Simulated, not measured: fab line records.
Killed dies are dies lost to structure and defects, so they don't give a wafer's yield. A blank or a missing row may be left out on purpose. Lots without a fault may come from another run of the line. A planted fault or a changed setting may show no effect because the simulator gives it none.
A single fault, viewed from 2 desks + flow sky130 + each desk holds nothing but its own numbers, with what lay behind them at the end

## DESK OF THE TOOL OWNER: wet_bench-02
The tool's own readings at SKY_FIELD_ISO_WET_ETCH_28 (etches SiO2 in dHF, target depth 23.7 nm, time 47 s): means of the sampled wafers that have a number, for each lot that ran on this tool. A lot is out of limits, marked OUT, if its mean lies more than 4 standard deviations from the usual mean; the brackets give that distance.
Columns: A = bath_heat_duty_pct at SKY_FIELD_ISO_WET_ETCH_28, usual 6.3 %; B = run_length_s at SKY_FIELD_ISO_WET_ETCH_28, usual 76 s
| lot  | first seen here | A   | B             |
|------|-----------------|-----|---------------|
| L582 | day 5 06:12     | 5.7 | 74            |
| L585 | day 5 23:02     | 7.6 | 50 (-8.1) OUT |
This desk's finding: out of limits on L585; first on L585, day 5 23:02 (run_length_s at SKY_FIELD_ISO_WET_ETCH_28). In limits: L582.

## AT THE METROLOGY DESK
Lot by lot, what the gauges showed, no matter which tool ran the lot: averages of those sampled wafers that carry a number. A lot is out of limits, marked OUT, if its mean lies more than 4 standard deviations from the usual mean; the brackets give that distance.
Columns: A = FIELD_ISO_OXIDATION_01_THK at SKY_FIELD_ISO_THK_MEAS_23, usual 10.03 nm; B = FIELD_ISO_CVD_24_THK at SKY_FIELD_ISO_THK_MEAS_25, usual 590 nm; C = NWELL_OXIDATION_THK at SKY_NWELL_THK_MEAS_02, usual 10.03 nm; D = DNWELL_TW at SKY_DNWELL_TW_MEAS_09, usual 1121; E = PWDE_OVL at SKY_PWDE_OVL_MEAS_07, usual -0.9 nm; F = PWDE_TW at SKY_PWDE_TW_MEAS_10, usual 376.1
| lot  | first seen here | A     | B   | C     | D    | E    | F     |
|------|-----------------|-------|-----|-------|------|------|-------|
| L581 | day 4 20:49     | 10.34 | 588 | 10.19 | 1122 | -1.7 | 378.5 |
| L582 | day 5 03:09     | 10.26 | 588 | 10.01 | 1112 | -1.3 | 373.9 |
| L585 | day 5 19:44     | 9.93  | 592 | 10.05 | 1126 | -2.7 | 379.8 |
| L589 | day 6 17:01     | 9.80  | 595 | 10.05 | 1113 | -1.5 | 376.8 |
| L590 | day 6 23:41     | 9.98  | 595 | 10.32 | 1126 | -1.6 | 376.6 |
Result from this desk: across the 5 lots, nothing is out of limits.

## ALL TOGETHER
On L585, at day 5 23:02, an alarm was possible from the tool owner's desk.
At the metrology desk, nothing out of limits was observed.
The metrology desk has L585 on record, within its limits.
On wet_bench-02, each named lot ran SKY_FIELD_ISO_WET_ETCH_28.

## WHAT THE SIMULATOR PUT IN
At SKY_FIELD_ISO_WET_ETCH_28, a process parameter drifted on wet_bench-02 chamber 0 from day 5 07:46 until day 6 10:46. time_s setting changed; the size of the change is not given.
Shown lots that were struck: L585.
How many hours passed from the start of the fault until each desk's first out-of-limits reading: the tool owner's desk, 15.
